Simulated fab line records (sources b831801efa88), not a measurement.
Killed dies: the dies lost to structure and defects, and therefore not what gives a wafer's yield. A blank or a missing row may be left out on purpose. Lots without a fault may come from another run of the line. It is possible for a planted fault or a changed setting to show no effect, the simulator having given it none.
What tool caused it? ; flow gf180mcu ; 39 wafers sampled from 13 lots at 1 step of a route of 602

== WHAT THE GAUGES READ, wafer by wafer ==
The record lacks any reading of a measuring or inspecting step that a usual standard deviation could be used to judge.

== TOOL THAT RAN EACH LOT (tool first, then ch and the chambers of the sampled wafers, then the start) ==
lot;GF_VT_IMPLANT_EXPOSE_37
L770;iline_stepper-01 ch 0, day 7 04:13
L771;iline_stepper-01 ch 0, day 7 11:49
L772;iline_stepper-02 ch 0, day 7 14:59
L773;iline_stepper-01 ch 0, day 8 01:01
L774;iline_stepper-02 ch 0, day 8 04:29
L776;iline_stepper-01 ch 0, day 8 19:14
L778;iline_stepper-01 ch 0, day 9 12:53
L779;iline_stepper-01 ch 0, day 9 16:23
L780;iline_stepper-02 ch 0, day 9 23:15
L782;iline_stepper-01 ch 0, day 10 12:16
L785;iline_stepper-02 ch 0, day 11 11:05
L788;iline_stepper-02 ch 0, day 12 03:13
L793;iline_stepper-02 ch 0, day 13 19:20
- GF_VT_IMPLANT_EXPOSE_37: exposes mask Nwell HV AREA, target cd 860 nm.

== WHAT THE TOOLS THEMSELVES READ (means of the sampled wafers that have a number; where no wafer has one, the mark that the record gives instead) ==
GF_VT_IMPLANT_EXPOSE_37.
lot;tool;exposure_dose_mJ_cm2
L770;iline_stepper-01;139.84
L771;iline_stepper-01;139.98
L772;iline_stepper-02;140.08
L773;iline_stepper-01;139.89
L774;iline_stepper-02;140.33
L776;iline_stepper-01;139.92
L778;iline_stepper-01;139.93
L779;iline_stepper-01;139.76
L780;iline_stepper-02;139.86
L782;iline_stepper-01;140.15
L785;iline_stepper-02;140.03
L788;iline_stepper-02;140.00
L793;iline_stepper-02;139.80

== THE ANSWER, worked out from the rows above alone ==
Rule: usual is defined by the lots themselves. Put in order of their means at a reading, lots are off if they are a third of the lots or fewer, leave a main group of 4 or more, and stand apart from it by a gap of 3 or more times the standard deviation of the main group's means; of several such gaps the widest counts. A main group is skipped when, at the precision printed for the reading in the tables above, its means are all equal. Also off: a lot with no number at a reading for which 4 or more lots have one. The other lots that the step has rows for count as sound. The gauges are gone through in route order, then the tools' own readings, and for those a lot's mean is taken as printed above. At the first step where some lot is off, the reading lying furthest off is the one used; lots without a number count as furthest.
No lot is off at any reading shown: from this, nothing can be told.

== WHAT HAD BEEN PUT IN BY THE SIMULATOR ==
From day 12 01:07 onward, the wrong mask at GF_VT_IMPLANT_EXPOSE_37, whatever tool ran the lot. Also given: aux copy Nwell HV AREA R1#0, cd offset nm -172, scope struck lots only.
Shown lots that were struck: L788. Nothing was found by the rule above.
